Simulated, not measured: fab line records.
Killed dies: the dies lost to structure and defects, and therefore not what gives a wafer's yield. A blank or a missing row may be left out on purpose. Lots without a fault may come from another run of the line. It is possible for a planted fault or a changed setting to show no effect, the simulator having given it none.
2 desks looking at one fault -- flow sky130 -- numbers are kept per desk, each desk with only its own; the story behind them comes last

## METROLOGY DESK
What the gauges read, lot by lot, whatever tool the lot ran on: means of the sampled wafers that have a number. If a lot's mean is further than 4 standard deviations from the usual mean, the lot is out of limits and carries the mark OUT (the distance appears in the brackets).
Columns: A = SONOS_ONO_OXIDATION_THK at SKY_SONOS_ONO_THK_MEAS_01, usual 2.62 nm; B = SONOS_ONO_CVD_02_THK at SKY_SONOS_ONO_THK_MEAS_03, usual 10.49 nm; C = GATE_OXIDE_TW at SKY_GATE_OXIDE_TW_MEAS_14, usual 227.0
lot,first seen here,A,B,C
L585,day 11 09:31,2.58,10.59,226.5
L586,day 11 18:59,2.53,10.78,230.2
L588,day 12 11:06,2.58,10.37,230.2
L590,day 13 01:13,2.58,10.39,225.8
L591,day 13 13:00,2.57,10.43,231.9
L594,day 14 13:36,2.65,10.44,225.4
L596,day 15 06:45,2.58,10.56,231.8
L598,day 15 23:24,2.69,10.39,225.2
L601,day 16 20:40,2.71,10.37,227.0
L603,day 17 07:01,2.70,10.46,226.8
L605,day 18 02:34,2.64,10.76,225.2
L606,day 18 11:35,2.60,10.55,225.3
L607,day 18 15:37,2.59,10.39,225.5
Result from this desk: across the 13 lots, nothing is out of limits.

## TOOL OWNER'S DESK, rie-diel-04
The tool's own readings at SKY_POLY_GATE_ETCH_16 (etches Si3N4 in CH3F/O2, stops on poly-Si, time 147.5 s, target depth 75 nm): means of the sampled wafers that have a number, for each lot that ran on this tool. If a lot's mean is further than 4 standard deviations from the usual mean, the lot is out of limits and carries the mark OUT (the distance appears in the brackets).
Columns: A = drypump-motor-current-A at SKY_POLY_GATE_ETCH_16, usual 5.4 A; B = oes-product-au at SKY_POLY_GATE_ETCH_16, usual 0.640 a.u.; C = run-length-s at SKY_POLY_GATE_ETCH_16, usual 175.9 s; D = throttle-valve-pct at SKY_POLY_GATE_ETCH_16, usual 10.536 %
lot,first seen here,A,B,C,D
L590,day 18 02:01,5.4,0.640,175.9,10.537
L596,day 20 13:52,5.3,0.644,173.0 (-5.9) OUT,10.543
L598,day 21 12:40,5.1,0.655,172.9 (-5.9) OUT,10.534
L607,day 24 05:54,5.2,0.642,175.5,10.541
Finding of this desk: L596, L598 out of limits; the first was L596 at day 20 13:52, on run-length-s at SKY_POLY_GATE_ETCH_16. In limits: L590, L607.

## TAKEN TOGETHER
An alarm could have come from the tool owner's desk at day 20 13:52, on L596, L598.
From the metrology desk's view, nothing was out of limits.
The metrology desk has L596, L598 on record, within its limits.
All the named lots went through SKY_POLY_GATE_ETCH_16 on rie-diel-04.

## WHAT THE SIMULATOR HAD INSERTED
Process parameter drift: rie-diel-04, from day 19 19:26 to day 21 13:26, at SKY_POLY_GATE_ETCH_16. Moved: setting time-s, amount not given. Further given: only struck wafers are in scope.
Lots struck among those shown: L596, L598.
Delay in hours, fault start to first out-of-limits reading, by desk: the tool owner's desk at 18.
